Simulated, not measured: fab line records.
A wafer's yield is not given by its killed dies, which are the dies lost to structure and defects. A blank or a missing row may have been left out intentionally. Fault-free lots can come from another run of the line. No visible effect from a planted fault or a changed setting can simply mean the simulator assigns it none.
8D (eight disciplines) problem report, filled in by code ; flow gf180mcu ; the parts of the form that need people (team, actions taken, sign-off) are left out

## 1. WHAT WENT WRONG
At GF_VT_IMPLANT_DEVELOP_06, developer-temp-C averages 23.85 C over 6 wafers from 2 lots, while fault-free wafers read 22.98 C, standard deviation 0.1. That puts it +8.7 standard deviations away from the usual mean.
The step: develop time 60 s.
First seen on wafer L517.3, day 7 05:11, on litho-track-01. Wafers with a number at this step in the record: 39, from 13 lots. Rule for "out", or "out of limits": more than 4 standard deviations from the usual mean. The rest of the wafers with a number are treated as sound.

## 2. WHAT THIS IS AND IS NOT
question;is;is not
which readings at this step;developer-temp-C;-
which lots;L517, L522;L511, L512, L513, L516, L524, L527, L530, L531, L532, L533, L534
which wafers of those lots;all that have a number;-
read on which tools;litho-track-01;litho-track-02, litho-track-04
when;from day 7 05:11;"up to then (12 sound wafers); but 21 sound wafers of L524, L527, L530, L531, L532, L533, L534 came after"

## 3. THE SUSPECTS, EACH WITH WHAT RULES IT OUT
Counting: a tool at any process step up to the reading remains a suspect when it ran all the lots that are out and ran no sound lot after the first of those.
- plasma-asher-03 at GF_NWELL_STRIP_10 (strips in O2/N2): ruled out as a lasting fault. The sound lots L524, L527, L534 went through it after L517, its earliest lot that is out (day 4 16:48).
- litho-track-01 at GF_VT_IMPLANT_DEVELOP_06 (develop time 60 s): ruled out as a lasting fault. The sound lots L531, L533, L534 went through it after L517, its earliest lot that is out (day 7 05:11).
Left after counting: nothing in the record.

## 4. THE CAUSE (what the simulator had put in)
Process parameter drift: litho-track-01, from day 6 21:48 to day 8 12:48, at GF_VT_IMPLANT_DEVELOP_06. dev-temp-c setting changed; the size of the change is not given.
Counting ruled it out, wrongly.

## 5. THE EFFECT CHAIN, in route order
Each row: a reading where the mean over the struck wafers with a number is more than 3 standard deviations away from the usual. Only readings for which the record gives a usual standard deviation are gone through. hours: the time from each lot's start at the first step in this table that gives one to its start at this step, as a median over the lots. sigmas: the change in usual standard deviations.
hours;step;reading;usual;on struck wafers;change;sigmas
0;GF_VT_IMPLANT_DEVELOP_06;developer-temp-C;22.98 C;23.85;+0.87;+8.7
Here are the process steps it includes:
- GF_VT_IMPLANT_DEVELOP_06: develop time 60 s.
Later steps that measure or inspect, where all struck wafers having a row at the step show a number for every such reading and not one has moved that far: GF_VT_IMPLANT_OVL_MEAS_18.

## 6. HOW IT WOULD HAVE BEEN CAUGHT EARLIER
First out-of-limits reading in this record: day 7 05:11, which is 7 hours after fault onset at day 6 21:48.
